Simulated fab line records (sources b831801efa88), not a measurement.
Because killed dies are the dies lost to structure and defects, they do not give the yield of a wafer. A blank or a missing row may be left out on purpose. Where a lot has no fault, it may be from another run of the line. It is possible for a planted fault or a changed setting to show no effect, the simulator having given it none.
Which tool did it? :: flow gf180mcu :: 11 lots, 33 wafers sampled, at 5 steps of a route of 602

== WHAT EACH GAUGE READ, for each wafer ==
GF_MIM_THK_MEAS_11: measures by xrf. Usual: MIM_ALCU_THK typically reads 202.0 nm, with standard deviation 2.3.
lot: L238
measured: day 24 21:08
on: film_metro-01
MIM_ALCU_THK (nm): 203.4 201.7 203.8
flag: 

lot: L239
measured: day 25 06:17
on: film_metro-03
MIM_ALCU_THK (nm): 201.7 200.5 202.2
flag: 

lot: L240
measured: day 25 13:32
on: film_metro-01
MIM_ALCU_THK (nm): 202.4 200.7 200.8
flag: 

lot: L243
measured: day 26 13:23
on: film_metro-02
MIM_ALCU_THK (nm): 206.3 205.4 206.1
flag: 

lot: L244
measured: day 27 00:47
on: film_metro-02
MIM_ALCU_THK (nm): 201.9 201.2 203.0
flag: 

lot: L245
measured: day 27 06:14
on: film_metro-03
MIM_ALCU_THK (nm): 206.9 207.0 205.4
flag: 

lot: L246
measured: day 27 17:40
on: film_metro-02
MIM_ALCU_THK (nm): 203.4 200.9 203.3
flag: 

lot: L252
measured: day 29 06:37
on: film_metro-02
MIM_ALCU_THK (nm): 200.7 199.8 203.5
flag: 

lot: L255
measured: day 30 02:14
on: film_metro-01
MIM_ALCU_THK (nm): 201.3 206.8 206.4
flag: 

lot: L258
measured: day 31 00:46
on: film_metro-01
MIM_ALCU_THK (nm): 199.8 202.6 200.8
flag: 

lot: L259
measured: day 31 08:14
on: film_metro-03
MIM_ALCU_THK (nm): 199.3 200.7 199.5
flag: 

GF_V5_BOW_MEAS_05. Usual: V5_BOW typically reads 132 um, with standard deviation 11.
lot: L238
measured: day 26 16:40
on: film_metro-03
V5_BOW (um): 150 149 153
flag: 

lot: L239
measured: day 27 01:59
on: film_metro-03
V5_BOW (um): 110 116 118
flag: 

lot: L240
measured: day 27 08:42
on: film_metro-04
V5_BOW (um): 133 136 135
flag: 

lot: L243
measured: day 28 08:01
on: film_metro-02
V5_BOW (um): 141 129 123
flag: 

lot: L244
measured: day 28 18:25
on: film_metro-02
V5_BOW (um): 116 111 123
flag: 

lot: L245
measured: day 28 23:51
on: film_metro-04
V5_BOW (um): 133 134 126
flag: 

lot: L246
measured: day 29 09:35
on: film_metro-04
V5_BOW (um): 125 123 124
flag: 

lot: L252
measured: day 30 20:08
on: film_metro-03
V5_BOW (um): 126 141 135
flag: 

lot: L255
measured: day 31 15:29
on: film_metro-03
V5_BOW (um): 120 129 142
flag: 

lot: L258
measured: day 32 13:05
on: film_metro-02
V5_BOW (um): 121 125 125
flag: 

lot: L259
measured: day 32 20:02
on: film_metro-02
V5_BOW (um): 126 131 133
flag: 

== EACH LOT AND THE TOOL THAT RAN IT (in order: tool; ch and the chambers of the sampled wafers; start) ==
lot: L238
GF_MIM_SPUTTER_02: pvd_sputter-04, day 24 20:44
GF_M5_METAL_ETCH_10: rie_metal-02 ch 0,1, day 26 15:25
GF_M5_STRIP_11: plasma_asher-04 ch 0,1, day 26 15:32

lot: L239
GF_MIM_SPUTTER_02: pvd_sputter-03, day 25 05:53
GF_M5_METAL_ETCH_10: rie_metal-03 ch 0,1, day 27 00:40
GF_M5_STRIP_11: plasma_asher-04 ch 0,1, day 27 00:50

lot: L240
GF_MIM_SPUTTER_02: pvd_sputter-04, day 25 13:07
GF_M5_METAL_ETCH_10: rie_metal-04 ch 0,1, day 27 07:28
GF_M5_STRIP_11: plasma_asher-04 ch 0,1, day 27 07:35

lot: L243
GF_MIM_SPUTTER_02: pvd_sputter-04, day 26 12:59
GF_M5_METAL_ETCH_10: rie_metal-02 ch 0,1, day 28 06:40
GF_M5_STRIP_11: plasma_asher-02 ch 0, day 28 06:47

lot: L244
GF_MIM_SPUTTER_02: pvd_sputter-03, day 27 00:21
GF_M5_METAL_ETCH_10: rie_metal-02 ch 0,1, day 28 16:51
GF_M5_STRIP_11: plasma_asher-02 ch 0,1, day 28 16:58

lot: L245
GF_MIM_SPUTTER_02: pvd_sputter-04, day 27 05:50
GF_M5_METAL_ETCH_10: rie_metal-04 ch 0,1, day 28 22:29
GF_M5_STRIP_11: plasma_asher-04 ch 1, day 28 22:37

lot: L246
GF_MIM_SPUTTER_02: pvd_sputter-02, day 27 17:16
GF_M5_METAL_ETCH_10: rie_metal-03 ch 0, day 29 08:19
GF_M5_STRIP_11: plasma_asher-01 ch 0,1, day 29 08:26

lot: L252
GF_MIM_SPUTTER_02: pvd_sputter-04, day 29 06:12
GF_M5_METAL_ETCH_10: rie_metal-03 ch 0,1, day 30 18:49
GF_M5_STRIP_11: plasma_asher-04 ch 0,1, day 30 18:56

lot: L255
GF_MIM_SPUTTER_02: pvd_sputter-02, day 30 01:50
GF_M5_METAL_ETCH_10: rie_metal-02 ch 1, day 31 14:01
GF_M5_STRIP_11: plasma_asher-02 ch 0,1, day 31 14:16

lot: L258
GF_MIM_SPUTTER_02: pvd_sputter-02, day 31 00:22
GF_M5_METAL_ETCH_10: rie_metal-02 ch 0,1, day 32 11:52
GF_M5_STRIP_11: plasma_asher-01 ch 0,1, day 32 11:59

lot: L259
GF_MIM_SPUTTER_02: pvd_sputter-02, day 31 07:50
GF_M5_METAL_ETCH_10: rie_metal-03 ch 0,1, day 32 18:31
GF_M5_STRIP_11: plasma_asher-01 ch 0,1, day 32 18:38
- GF_MIM_SPUTTER_02: material AlCu, target thk 450 nm, time 23.9 s.
- GF_M5_METAL_ETCH_10: etches the open film in Cl2/BCl3, stops on SiO2, target depth 750.8 nm, time 125.1 s.
- GF_M5_STRIP_11: strips in O2/N2.

== WHAT THE TOOLS THEMSELVES READ (means of the sampled wafers that have a number; where no wafer has one, the mark that the record gives instead) ==
GF_MIM_SPUTTER_02. Usual: throttle_valve_pct at 29.8 %, with a standard deviation of 1.3.
lot: L238
tool: pvd_sputter-04
throttle_valve_pct (%): 28.5
flag: 

lot: L239
tool: pvd_sputter-03
throttle_valve_pct (%): 30.6
flag: 

lot: L240
tool: pvd_sputter-04
throttle_valve_pct (%): 28.8
flag: 

lot: L243
tool: pvd_sputter-04
throttle_valve_pct (%): 30.1
flag: 

lot: L244
tool: pvd_sputter-03
throttle_valve_pct (%): 30.0
flag: 

lot: L245
tool: pvd_sputter-04
throttle_valve_pct (%): 31.0
flag: 

lot: L246
tool: pvd_sputter-02
throttle_valve_pct (%): 30.2
flag: 

lot: L252
tool: pvd_sputter-04
throttle_valve_pct (%): 29.4
flag: 

lot: L255
tool: pvd_sputter-02
throttle_valve_pct (%): 29.8
flag: 

lot: L258
tool: pvd_sputter-02
throttle_valve_pct (%): 29.9
flag: 

lot: L259
tool: pvd_sputter-02
throttle_valve_pct (%): 30.6
flag: 

GF_M5_METAL_ETCH_10. Usual: bias_w 140.0 W, standard deviation 0.46; drypump_motor_current_A 5.6 A, standard deviation 0.32; oes_product_au 0.991 a.u., standard deviation 0.0053; throttle_valve_pct 28.229 %, standard deviation 0.0093.
lot: L238
tool: rie_metal-02
bias_w (W): 139.9
drypump_motor_current_A (A): 5.5
oes_product_au (a.u.): 0.987
throttle_valve_pct (%): 28.240
flag: 

lot: L239
tool: rie_metal-03
bias_w (W): 140.1
drypump_motor_current_A (A): 5.5
oes_product_au (a.u.): 0.996
throttle_valve_pct (%): 28.220
flag: 

lot: L240
tool: rie_metal-04
bias_w (W): 139.9
drypump_motor_current_A (A): 5.8
oes_product_au (a.u.): 0.989
throttle_valve_pct (%): 28.225
flag: 

lot: L243
tool: rie_metal-02
bias_w (W): 140.0
drypump_motor_current_A (A): 5.5
oes_product_au (a.u.): 0.994
throttle_valve_pct (%): 28.232
flag: 

lot: L244
tool: rie_metal-02
bias_w (W): 140.0
drypump_motor_current_A (A): 5.7
oes_product_au (a.u.): 0.989
throttle_valve_pct (%): 28.233
flag: 

lot: L245
tool: rie_metal-04
bias_w (W): 139.8
drypump_motor_current_A (A): 5.8
oes_product_au (a.u.): 0.993
throttle_valve_pct (%): 28.237
flag: 

lot: L246
tool: rie_metal-03
bias_w (W): 140.6
drypump_motor_current_A (A): 5.7
oes_product_au (a.u.): 0.993
throttle_valve_pct (%): 28.217
flag: 

lot: L252
tool: rie_metal-03
bias_w (W): 140.0
drypump_motor_current_A (A): 5.6
oes_product_au (a.u.): 0.990
throttle_valve_pct (%): 28.225
flag: 

lot: L255
tool: rie_metal-02
bias_w (W): 196.4
drypump_motor_current_A (A): 5.9
oes_product_au (a.u.): 0.996
throttle_valve_pct (%): 28.221
flag: OFF

lot: L258
tool: rie_metal-02
bias_w (W): 196.4
drypump_motor_current_A (A): 5.7
oes_product_au (a.u.): 0.998
throttle_valve_pct (%): 28.224
flag: OFF

lot: L259
tool: rie_metal-03
bias_w (W): 140.5
drypump_motor_current_A (A): 5.6
oes_product_au (a.u.): 0.995
throttle_valve_pct (%): 28.224
flag: 

GF_M5_STRIP_11. Usual: drypump_motor_current_A 6.0 A, standard deviation 0.48; heater_power_w 321 W, standard deviation 7.7; oes_product_au 0.523 a.u., standard deviation 0.0054; strip_time_to_endpoint_s 7.04 s, standard deviation 0.036.
lot: L238
tool: plasma_asher-04
drypump_motor_current_A (A): 5.9
heater_power_w (W): 327
oes_product_au (a.u.): 0.524
strip_time_to_endpoint_s (s): 7.07
flag: 

lot: L239
tool: plasma_asher-04
drypump_motor_current_A (A): 5.9
heater_power_w (W): 326
oes_product_au (a.u.): 0.519
strip_time_to_endpoint_s (s): 7.05
flag: 

lot: L240
tool: plasma_asher-04
drypump_motor_current_A (A): 5.8
heater_power_w (W): 327
oes_product_au (a.u.): 0.521
strip_time_to_endpoint_s (s): 7.07
flag: 

lot: L243
tool: plasma_asher-02
drypump_motor_current_A (A): 5.7
heater_power_w (W): 308
oes_product_au (a.u.): 0.527
strip_time_to_endpoint_s (s): 7.05
flag: 

lot: L244
tool: plasma_asher-02
drypump_motor_current_A (A): 6.2
heater_power_w (W): 309
oes_product_au (a.u.): 0.525
strip_time_to_endpoint_s (s): 7.08
flag: 

lot: L245
tool: plasma_asher-04
drypump_motor_current_A (A): 5.9
heater_power_w (W): 322
oes_product_au (a.u.): 0.522
strip_time_to_endpoint_s (s): 7.04
flag: 

lot: L246
tool: plasma_asher-01
drypump_motor_current_A (A): 6.3
heater_power_w (W): 328
oes_product_au (a.u.): 0.519
strip_time_to_endpoint_s (s): 7.00
flag: 

lot: L252
tool: plasma_asher-04
drypump_motor_current_A (A): 5.9
heater_power_w (W): 326
oes_product_au (a.u.): 0.525
strip_time_to_endpoint_s (s): 7.08
flag: 

lot: L255
tool: plasma_asher-02
drypump_motor_current_A (A): 6.3
heater_power_w (W): 313
oes_product_au (a.u.): 0.512
strip_time_to_endpoint_s (s): 6.70
flag: OFF

lot: L258
tool: plasma_asher-01
drypump_motor_current_A (A): 5.8
heater_power_w (W): 327
oes_product_au (a.u.): 0.504
strip_time_to_endpoint_s (s): 6.66
flag: OFF

lot: L259
tool: plasma_asher-01
drypump_motor_current_A (A): 6.3
heater_power_w (W): 323
oes_product_au (a.u.): 0.523
strip_time_to_endpoint_s (s): 7.05
flag: 

== THE ANSWER, worked out from the rows above alone ==
Rule: a lot is off if the mean of its wafers that have a number lies more than 3 standard deviations from the usual mean. A lot without any number at a reading at which 4 lots or more have one is off too. The other lots that the step has rows for count as sound. The gauges are gone through in route order, then the tools' own readings, and for those a lot's mean is taken as printed above. The first step at which some lot is off is used, and at that step the reading that is off furthest; a lot without a number counts as furthest.
Off: L255, L258, at GF_M5_METAL_ETCH_10 (bias_w).
A tool fits if, at that step or a process step before it, it ran every lot that is off, and no sound lot after the first of them. One fits: GF_M5_METAL_ETCH_10 on rie_metal-02. A fault onset in the window from L244 (day 28 16:51, its last sound lot) to L255 (day 31 14:01, its first lot off) fits.
The tool's own readings at GF_M5_METAL_ETCH_10 bear it out: on the lots that are off they differ by more than 5 times the standard deviation of the sound lots' means. bias_w reads 196.4 W there against 140.1 W on the sound lots.

== WHAT THE SIMULATOR HAD INSERTED ==
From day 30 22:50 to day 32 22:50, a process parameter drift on rie_metal-02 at GF_M5_METAL_ETCH_10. A move of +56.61 in setting bias_w, from 140. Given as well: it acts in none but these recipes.
Shown lots that were struck: L255, L258. The same result came from the rule above.
